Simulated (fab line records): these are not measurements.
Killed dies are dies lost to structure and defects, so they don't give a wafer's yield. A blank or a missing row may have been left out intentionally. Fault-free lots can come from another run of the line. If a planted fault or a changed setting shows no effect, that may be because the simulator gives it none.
Which tool was responsible? / flow sky130 / Sampling: 24 lots, 72 wafers, 4 of 708 route steps

== WHAT EACH GAUGE READ, for each wafer ==
SKY_VIA2_BOW_MEAS_03.
lot=L074; measured=day 35 13:10; on=film-metro-04; VIA2_BOW (um)=83 83 87
lot=L075; measured=day 35 23:13; on=film-metro-01; VIA2_BOW (um)=87 92 71
lot=L076; measured=day 36 03:43; on=film-metro-02; VIA2_BOW (um)=95 96 110
lot=L077; measured=day 36 18:21; on=film-metro-01; VIA2_BOW (um)=83 95 79
lot=L079; measured=day 37 14:19; on=film-metro-02; VIA2_BOW (um)=87 85 91
lot=L080; measured=day 37 14:23; on=film-metro-04; VIA2_BOW (um)=80 90 98
lot=L078; measured=day 37 14:38; on=film-metro-01; VIA2_BOW (um)=94 85 89
lot=L081; measured=day 37 17:37; on=film-metro-02; VIA2_BOW (um)=83 90 84
lot=L082; measured=day 38 12:36; on=film-metro-01; VIA2_BOW (um)=82 97 90
lot=L083; measured=day 38 15:54; on=film-metro-01; VIA2_BOW (um)=77 87 99
lot=L085; measured=day 38 21:13; on=film-metro-02; VIA2_BOW (um)=82 84 90
lot=L084; measured=day 39 02:35; on=film-metro-02; VIA2_BOW (um)=91 91 96
lot=L086; measured=day 39 06:41; on=film-metro-02; VIA2_BOW (um)=78 86 80
lot=L087; measured=day 39 16:37; on=film-metro-02; VIA2_BOW (um)=88 84 78
lot=L088; measured=day 39 21:49; on=film-metro-02; VIA2_BOW (um)=83 80 90
lot=L089; measured=day 40 07:05; on=film-metro-01; VIA2_BOW (um)=99 90 84
lot=L090; measured=day 40 13:40; on=film-metro-02; VIA2_BOW (um)=70 82 83
lot=L092; measured=day 41 04:28; on=film-metro-01; VIA2_BOW (um)=82 81 66
lot=L091; measured=day 41 09:08; on=film-metro-02; VIA2_BOW (um)=86 84 87
lot=L093; measured=day 41 10:01; on=film-metro-01; VIA2_BOW (um)=76 105 87
lot=L094; measured=day 41 18:34; on=film-metro-02; VIA2_BOW (um)=85 94 75
lot=L096; measured=day 42 01:35; on=film-metro-04; VIA2_BOW (um)=81 91 82
lot=L095; measured=day 42 07:13; on=film-metro-02; VIA2_BOW (um)=87 87 79
lot=L097; measured=day 42 20:16; on=film-metro-02; VIA2_BOW (um)=91 95 99

SKY_CAPM_THK_MEAS_04: measures by xrf.
lot=L074; measured=day 36 17:36; on=film-metro-03; CAPM_TIN_THK (nm)=196 195 195
lot=L075; measured=day 37 03:34; on=film-metro-02; CAPM_TIN_THK (nm)=203 203 204
lot=L076; measured=day 37 08:07; on=film-metro-03; CAPM_TIN_THK (nm)=201 199 200
lot=L077; measured=day 37 22:32; on=film-metro-01; CAPM_TIN_THK (nm)=203 203 204
lot=L079; measured=day 38 17:39; on=film-metro-01; CAPM_TIN_THK (nm)=206 205 206
lot=L080; measured=day 38 18:39; on=film-metro-01; CAPM_TIN_THK (nm)=204 202 203
lot=L078; measured=day 38 18:53; on=film-metro-02; CAPM_TIN_THK (nm)=199 198 199
lot=L081; measured=day 38 21:26; on=film-metro-01; CAPM_TIN_THK (nm)=205 206 204
lot=L082; measured=day 39 16:17; on=film-metro-01; CAPM_TIN_THK (nm)=203 203 205
lot=L083; measured=day 39 19:00; on=film-metro-02; CAPM_TIN_THK (nm)=193 194 193
lot=L085; measured=day 40 00:01; on=film-metro-03; CAPM_TIN_THK (nm)=196 198 198
lot=L084; measured=day 40 05:48; on=film-metro-02; CAPM_TIN_THK (nm)=198 200 198
lot=L086; measured=day 40 10:03; on=film-metro-01; CAPM_TIN_THK (nm)=201 202 202
lot=L087; measured=day 40 19:44; on=film-metro-01; CAPM_TIN_THK (nm)=198 200 197
lot=L088; measured=day 41 00:48; on=film-metro-02; CAPM_TIN_THK (nm)=198 197 200
lot=L089; measured=day 41 09:54; on=film-metro-02; CAPM_TIN_THK (nm)=199 198 199
lot=L090; measured=day 41 16:33; on=film-metro-01; CAPM_TIN_THK (nm)=200 201 199
lot=L092; measured=day 42 05:53; on=film-metro-02; CAPM_TIN_THK (nm)=197 196 196
lot=L091; measured=day 42 11:23; on=film-metro-03; CAPM_TIN_THK (nm)=201 201 202
lot=L093; measured=day 42 12:24; on=film-metro-01; CAPM_TIN_THK (nm)=203 202 202
lot=L094; measured=day 42 20:15; on=film-metro-01; CAPM_TIN_THK (nm)=202 201 202
lot=L096; measured=day 43 03:24; on=film-metro-01; CAPM_TIN_THK (nm)=198 199 198
lot=L095; measured=day 43 08:46; on=film-metro-01; CAPM_TIN_THK (nm)=206 207 206
lot=L097; measured=day 43 21:44; on=film-metro-02; CAPM_TIN_THK (nm)=199 199 200

SKY_VIA3_BOW_MEAS_03.
lot=L074; measured=day 38 23:53; on=film-metro-03; VIA3_BOW (um)=75 75 78
lot=L075; measured=day 39 08:50; on=film-metro-04; VIA3_BOW (um)=84 85 67
lot=L076; measured=day 39 13:04; on=film-metro-03; VIA3_BOW (um)=89 87 100
lot=L077; measured=day 40 03:02; on=film-metro-04; VIA3_BOW (um)=80 90 75
lot=L079; measured=day 40 20:46; on=film-metro-01; VIA3_BOW (um)=82 78 86
lot=L080; measured=day 40 22:09; on=film-metro-04; VIA3_BOW (um)=72 83 90
lot=L078; measured=day 40 22:30; on=film-metro-01; VIA3_BOW (um)=87 78 82
lot=L081; measured=day 41 00:55; on=film-metro-04; VIA3_BOW (um)=74 83 77
lot=L082; measured=day 41 19:04; on=film-metro-01; VIA3_BOW (um)=74 90 83
lot=L083; measured=day 41 21:36; on=film-metro-04; VIA3_BOW (um)=67 75 90
lot=L085; measured=day 42 02:49; on=film-metro-01; VIA3_BOW (um)=80 81 87
lot=L084; measured=day 42 09:02; on=film-metro-04; VIA3_BOW (um)=86 87 89
lot=L086; measured=day 42 12:49; on=film-metro-01; VIA3_BOW (um)=72 80 75
lot=L087; measured=day 42 22:15; on=film-metro-03; VIA3_BOW (um)=81 79 72
lot=L088; measured=day 43 02:37; on=film-metro-01; VIA3_BOW (um)=73 71 81
lot=L089; measured=day 43 11:11; on=film-metro-01; VIA3_BOW (um)=86 77 71
lot=L090; measured=day 43 17:44; on=film-metro-03; VIA3_BOW (um)=62 77 77
lot=L092; measured=day 44 06:03; on=film-metro-04; VIA3_BOW (um)=78 76 60
lot=L091; measured=day 44 11:59; on=film-metro-03; VIA3_BOW (um)=85 80 83
lot=L093; measured=day 44 12:40; on=film-metro-03; VIA3_BOW (um)=68 96 77
lot=L094; measured=day 44 20:40; on=film-metro-03; VIA3_BOW (um)=78 87 68
lot=L096; measured=day 45 04:20; on=film-metro-04; VIA3_BOW (um)=78 87 80
lot=L095; measured=day 45 08:35; on=film-metro-01; VIA3_BOW (um)=80 80 71
lot=L097; measured=day 45 19:28; on=film-metro-03; VIA3_BOW (um)=85 90 94

SKY_VIA3_THK_MEAS_23: measures by xrf.
lot=L074; measured=day 40 02:00; on=film-metro-01; VIA3_W_THK (nm)=405 390 402
lot=L075; measured=day 40 10:40; on=film-metro-03; VIA3_W_THK (nm)=399 386 400
lot=L076; measured=day 40 14:43; on=film-metro-04; VIA3_W_THK (nm)=370 378 373
lot=L077; measured=day 41 04:33; on=film-metro-04; VIA3_W_THK (nm)=392 393 388
lot=L079; measured=day 41 21:48; on=film-metro-03; VIA3_W_THK (nm)=405 382 382
lot=L080; measured=day 41 22:43; on=film-metro-01; VIA3_W_THK (nm)=383 390 381
lot=L078; measured=day 41 23:34; on=film-metro-03; VIA3_W_THK (nm)=383 389 381
lot=L081; measured=day 42 02:09; on=film-metro-01; VIA3_W_THK (nm)=386 406 386
lot=L082; measured=day 42 20:43; on=film-metro-03; VIA3_W_THK (nm)=401 384 395
lot=L083; measured=day 42 22:50; on=film-metro-01; VIA3_W_THK (nm)=380 383 378
lot=L085; measured=day 43 04:06; on=film-metro-03; VIA3_W_THK (nm)=386 388 386
lot=L084; measured=day 43 09:54; on=film-metro-01; VIA3_W_THK (nm)=399 410 396
lot=L086; measured=day 43 14:10; on=film-metro-01; VIA3_W_THK (nm)=393 396 411
lot=L087; measured=day 43 22:28; on=film-metro-01; VIA3_W_THK (nm)=392 394 404
lot=L088; measured=day 44 01:57; on=film-metro-04; VIA3_W_THK (nm)=398 393 385
lot=L089; measured=day 44 11:28; on=film-metro-04; VIA3_W_THK (nm)=394 385 385
lot=L090; measured=day 44 17:25; on=film-metro-04; VIA3_W_THK (nm)=384 384 381
lot=L092; measured=day 45 05:40; on=film-metro-04; VIA3_W_THK (nm)=392 400 383
lot=L091; measured=day 45 11:25; on=film-metro-03; VIA3_W_THK (nm)=389 396 388
lot=L093; measured=day 45 11:43; on=film-metro-04; VIA3_W_THK (nm)=380 382 377
lot=L094; measured=day 45 19:07; on=film-metro-04; VIA3_W_THK (nm)=402 390 399
lot=L096; measured=day 46 02:43; on=film-metro-04; VIA3_W_THK (nm)=400 395 394
lot=L095; measured=day 46 06:46; on=film-metro-04; VIA3_W_THK (nm)=383 381 382
lot=L097; measured=day 46 17:22; on=film-metro-03; VIA3_W_THK (nm)=373 382 372

== TOOL THAT RAN EACH LOT (tool first, then ch and the chambers of the sampled wafers, then the start) ==
Record: no process step prior to these readings.

== AS READ BY THE TOOLS THEMSELVES (means over the sampled wafers that have a number; for cases with no such wafer, the mark the record gives instead) ==
The record holds no such reading with a usual standard deviation.

== THE ANSWER, worked out from the rows above alone ==
Rule: the lots themselves supply what counts as usual. The widest of any qualifying gaps counts: lots, ordered by their means at a reading, are off when they make up no more than a third of the lots, leave a main group of 4 or more, and stand apart from it by 3 or more times the standard deviation of that group's means. Not used: any main group whose means are identical at the precision the tables above print for the reading. Also off: a lot with no number at a reading for which 4 or more lots have one. The other lots that the step has rows for count as sound. After the gauges, taken in route order, come the tools' own readings; for these a lot's mean is taken, as printed above. The first step at which some lot is off is used, and at that step the reading that is off furthest; a lot without a number counts as furthest.
No lot is off on any of the readings shown, so nothing can be concluded from this.

== WHAT WAS PUT IN BY THE SIMULATOR ==
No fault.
